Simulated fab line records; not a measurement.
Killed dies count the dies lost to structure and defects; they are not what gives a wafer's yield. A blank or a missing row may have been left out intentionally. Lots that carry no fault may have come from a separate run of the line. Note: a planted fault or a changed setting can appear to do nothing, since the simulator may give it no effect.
Which tool was responsible? / flow sky130 / 36 wafers from 12 lots sampled at 5 of the route's 708 steps

== WHAT EACH GAUGE READ, for each wafer ==
SKY_VT_ADJUST_LVTN_TW_MEAS_10.
lot=L628; measured=day 7 06:01; on=film metro-03; VT_ADJUST_LVTN_TW=243.8 243.2 244.4
lot=L629; measured=day 7 16:32; on=film metro-01; VT_ADJUST_LVTN_TW=242.8 242.0 242.0
lot=L630; measured=day 8 01:12; on=film metro-03; VT_ADJUST_LVTN_TW=243.8 243.9 243.7
lot=L632; measured=day 8 07:45; on=film metro-03; VT_ADJUST_LVTN_TW=244.3 243.1 244.0
lot=L631; measured=day 8 09:12; on=film metro-03; VT_ADJUST_LVTN_TW=244.1 244.1 244.4
lot=L635; measured=day 9 02:43; on=film metro-03; VT_ADJUST_LVTN_TW=267.4 265.5 266.0
lot=L636; measured=day 9 10:07; on=film metro-02; VT_ADJUST_LVTN_TW=265.8 265.1 265.9
lot=L637; measured=day 9 14:34; on=film metro-02; VT_ADJUST_LVTN_TW=245.2 243.2 244.5
lot=L644; measured=day 11 11:32; on=film metro-02; VT_ADJUST_LVTN_TW=244.2 245.8 244.7
lot=L647; measured=day 12 07:24; on=film metro-01; VT_ADJUST_LVTN_TW=242.4 243.0 241.5
lot=L648; measured=day 12 14:09; on=film metro-03; VT_ADJUST_LVTN_TW=242.3 242.0 241.6
lot=L649; measured=day 12 20:13; on=film metro-01; VT_ADJUST_LVTN_TW=242.3 242.2 243.4

SKY_SD_P_CD_MEAS_07: the cd target is 380 nm.
lot=L628; measured=day 25 17:47; on=cd sem-02; cd nm (nm)=381.0 379.8 380.5
lot=L629; measured=day 26 17:30; on=cd sem-02; cd nm (nm)=381.0 381.2 382.3
lot=L630; measured=day 27 04:31; on=cd sem-01; cd nm (nm)=380.7 379.3 381.6
lot=L632; measured=day 27 09:51; on=cd sem-01; cd nm (nm)=381.9 380.3 383.3
lot=L631; measured=day 27 14:37; on=cd sem-01; cd nm (nm)=382.3 382.1 380.7
lot=L635; measured=day 28 14:53; on=cd sem-02; cd nm (nm)=379.4 381.2 380.6
lot=L636; measured=day 28 19:39; on=cd sem-01; cd nm (nm)=380.8 381.5 383.1
lot=L637; measured=day 29 03:24; on=cd sem-01; cd nm (nm)=376.5 377.4 380.7
lot=L644; measured=day 31 13:24; on=cd sem-01; cd nm (nm)=379.9 380.4 378.3
lot=L647; measured=day 32 04:10; on=cd sem-02; cd nm (nm)=376.8 376.1 377.7
lot=L648; measured=day 32 11:06; on=cd sem-01; cd nm (nm)=375.6 376.0 376.3
lot=L649; measured=day 32 21:13; on=cd sem-01; cd nm (nm)=377.7 376.3 380.0

SKY_METAL1_RS_MEAS_05: measurement is done with a four-point probe.
lot=L628; measured=day 32 01:10; on=film metro-04; METAL1_ALCU_RS (ohm/sq)=0.1268 0.1270 0.1266
lot=L629; measured=day 32 21:37; on=film metro-02; METAL1_ALCU_RS (ohm/sq)=0.1276 0.1272 0.1281
lot=L630; measured=day 33 06:48; on=film metro-02; METAL1_ALCU_RS (ohm/sq)=0.1266 0.1266 0.1265
lot=L632; measured=day 33 11:04; on=film metro-04; METAL1_ALCU_RS (ohm/sq)=0.1285 0.1288 0.1286
lot=L631; measured=day 33 17:35; on=film metro-04; METAL1_ALCU_RS (ohm/sq)=0.1261 0.1263 0.1268
lot=L635; measured=day 34 12:41; on=film metro-04; METAL1_ALCU_RS (ohm/sq)=0.1289 0.1278 0.1285
lot=L636; measured=day 34 14:19; on=film metro-02; METAL1_ALCU_RS (ohm/sq)=0.1270 0.1278 0.1274
lot=L637; measured=day 35 01:34; on=film metro-02; METAL1_ALCU_RS (ohm/sq)=0.1284 0.1262 0.1264
lot=L644; measured=day 37 06:43; on=film metro-04; METAL1_ALCU_RS (ohm/sq)=0.1264 0.1254 0.1265
lot=L647; measured=day 38 02:19; on=film metro-04; METAL1_ALCU_RS (ohm/sq)=0.1270 0.1275 0.1280
lot=L648; measured=day 38 03:52; on=film metro-02; METAL1_ALCU_RS (ohm/sq)=0.1281 0.1262 0.1271
lot=L649; measured=day 38 12:16; on=film metro-02; METAL1_ALCU_RS (ohm/sq)=0.1298 0.1306 0.1292

== WHICH TOOL RAN EACH LOT (tool, then ch and the chambers of the sampled wafers, then the start) ==
lot=L628; SKY_VT_ADJUST_LVTN_IMPLANT_08=implanter-02 ch 0, day 7 05:47; SKY_METAL1_SPUTTER_04=pvd sputter-04, day 32 01:04
lot=L629; SKY_VT_ADJUST_LVTN_IMPLANT_08=implanter-02 ch 0, day 7 16:17; SKY_METAL1_SPUTTER_04=pvd sputter-04, day 32 21:34
lot=L630; SKY_VT_ADJUST_LVTN_IMPLANT_08=implanter-02 ch 0, day 8 00:58; SKY_METAL1_SPUTTER_04=pvd sputter-04, day 33 06:44
lot=L632; SKY_VT_ADJUST_LVTN_IMPLANT_08=implanter-02 ch 0, day 8 07:32; SKY_METAL1_SPUTTER_04=pvd sputter-02, day 33 10:57
lot=L631; SKY_VT_ADJUST_LVTN_IMPLANT_08=implanter-01 ch 0, day 8 08:58; SKY_METAL1_SPUTTER_04=pvd sputter-04, day 33 17:31
lot=L635; SKY_VT_ADJUST_LVTN_IMPLANT_08=implanter-02 ch 0, day 9 02:29; SKY_METAL1_SPUTTER_04=pvd sputter-01, day 34 12:35
lot=L636; SKY_VT_ADJUST_LVTN_IMPLANT_08=implanter-02 ch 0, day 9 09:53; SKY_METAL1_SPUTTER_04=pvd sputter-01, day 34 14:13
lot=L637; SKY_VT_ADJUST_LVTN_IMPLANT_08=implanter-04 ch 0, day 9 14:19; SKY_METAL1_SPUTTER_04=pvd sputter-04, day 35 01:31
lot=L644; SKY_VT_ADJUST_LVTN_IMPLANT_08=implanter-01 ch 0, day 11 11:17; SKY_METAL1_SPUTTER_04=pvd sputter-04, day 37 06:40
lot=L647; SKY_VT_ADJUST_LVTN_IMPLANT_08=implanter-04 ch 0, day 12 07:10; SKY_METAL1_SPUTTER_04=pvd sputter-04, day 38 02:14
lot=L648; SKY_VT_ADJUST_LVTN_IMPLANT_08=implanter-04 ch 0, day 12 13:55; SKY_METAL1_SPUTTER_04=pvd sputter-04, day 38 03:47
lot=L649; SKY_VT_ADJUST_LVTN_IMPLANT_08=implanter-02 ch 0, day 12 19:58; SKY_METAL1_SPUTTER_04=pvd sputter-02, day 38 12:13
- SKY_VT_ADJUST_LVTN_IMPLANT_08
- SKY_METAL1_SPUTTER_04: material TiN, target thk 70 nm, time 58.3 s.

== AS READ BY THE TOOLS THEMSELVES (means over the sampled wafers that have a number; for cases with no such wafer, the mark the record gives instead) ==
SKY_VT_ADJUST_LVTN_IMPLANT_08.
lot=L628; tool=implanter-02; dose ions cm2=1.5695e+12; faraday current uA=8.87
lot=L629; tool=implanter-02; dose ions cm2=1.5703e+12; faraday current uA=8.80
lot=L630; tool=implanter-02; dose ions cm2=1.5719e+12; faraday current uA=8.84
lot=L632; tool=implanter-02; dose ions cm2=1.5699e+12; faraday current uA=8.69
lot=L631; tool=implanter-01; dose ions cm2=1.5700e+12; faraday current uA=8.80
lot=L635; tool=implanter-02; dose ions cm2=2.1082e+12; faraday current uA=11.94
lot=L636; tool=implanter-02; dose ions cm2=2.1095e+12; faraday current uA=11.98
lot=L637; tool=implanter-04; dose ions cm2=1.5701e+12; faraday current uA=8.84
lot=L644; tool=implanter-01; dose ions cm2=1.5712e+12; faraday current uA=8.80
lot=L647; tool=implanter-04; dose ions cm2=1.5700e+12; faraday current uA=8.91
lot=L648; tool=implanter-04; dose ions cm2=1.5709e+12; faraday current uA=8.88
lot=L649; tool=implanter-02; dose ions cm2=1.5717e+12; faraday current uA=8.75

SKY_METAL1_SPUTTER_04.
lot=L628; tool=pvd sputter-04; chamber pressure pa (Pa)=0.4010; throttle valve pct (%)=30.0
lot=L629; tool=pvd sputter-04; chamber pressure pa (Pa)=0.3994; throttle valve pct (%)=30.8
lot=L630; tool=pvd sputter-04; chamber pressure pa (Pa)=0.3994; throttle valve pct (%)=30.1
lot=L632; tool=pvd sputter-02; chamber pressure pa (Pa)=0.3993; throttle valve pct (%)=30.5
lot=L631; tool=pvd sputter-04; chamber pressure pa (Pa)=0.3999; throttle valve pct (%)=30.3
lot=L635; tool=pvd sputter-01; chamber pressure pa (Pa)=0.4001; throttle valve pct (%)=31.4
lot=L636; tool=pvd sputter-01; chamber pressure pa (Pa)=0.3998; throttle valve pct (%)=31.0
lot=L637; tool=pvd sputter-04; chamber pressure pa (Pa)=0.3997; throttle valve pct (%)=30.7
lot=L644; tool=pvd sputter-04; chamber pressure pa (Pa)=0.4009; throttle valve pct (%)=31.1
lot=L647; tool=pvd sputter-04; chamber pressure pa (Pa)=0.3998; throttle valve pct (%)=30.0
lot=L648; tool=pvd sputter-04; chamber pressure pa (Pa)=0.4002; throttle valve pct (%)=30.7
lot=L649; tool=pvd sputter-02; chamber pressure pa (Pa)=0.4002; throttle valve pct (%)=30.8

== THE ANSWER, worked out from the rows above alone ==
Rule: the usual values come from the lots themselves. Put in order of their means at a reading, lots are off if they are a third of the lots or fewer, leave a main group of 4 or more, and stand apart from it by a gap of 3 or more times the standard deviation of the main group's means; of several such gaps the widest counts. Not used: any main group whose means are identical at the precision the tables above print for the reading. Also off: a lot with no number at a reading for which 4 or more lots have one. The other lots that the step has rows for count as sound. The gauges are gone through in route order, then the tools' own readings, and for those a lot's mean is taken as printed above. The first step at which some lot is off is used, and at that step the reading that is off furthest; a lot without a number counts as furthest.
Off: L635, L636, at SKY_VT_ADJUST_LVTN_TW_MEAS_10 (VT_ADJUST_LVTN_TW). The main group has a mean of 243.4 with a standard deviation of 0.97.
A tool fits if, at a process step before that reading, it ran every lot that is off, and no sound lot after the first of them. The gauges at SKY_VT_ADJUST_LVTN_TW_MEAS_10 aren't tried: what is off there is off at SKY_VT_ADJUST_LVTN_IMPLANT_08 too, on other tools, and a gauge's error can't cause that. Of those tried, none fits.

== WHAT THE SIMULATOR HAD PUT IN ==
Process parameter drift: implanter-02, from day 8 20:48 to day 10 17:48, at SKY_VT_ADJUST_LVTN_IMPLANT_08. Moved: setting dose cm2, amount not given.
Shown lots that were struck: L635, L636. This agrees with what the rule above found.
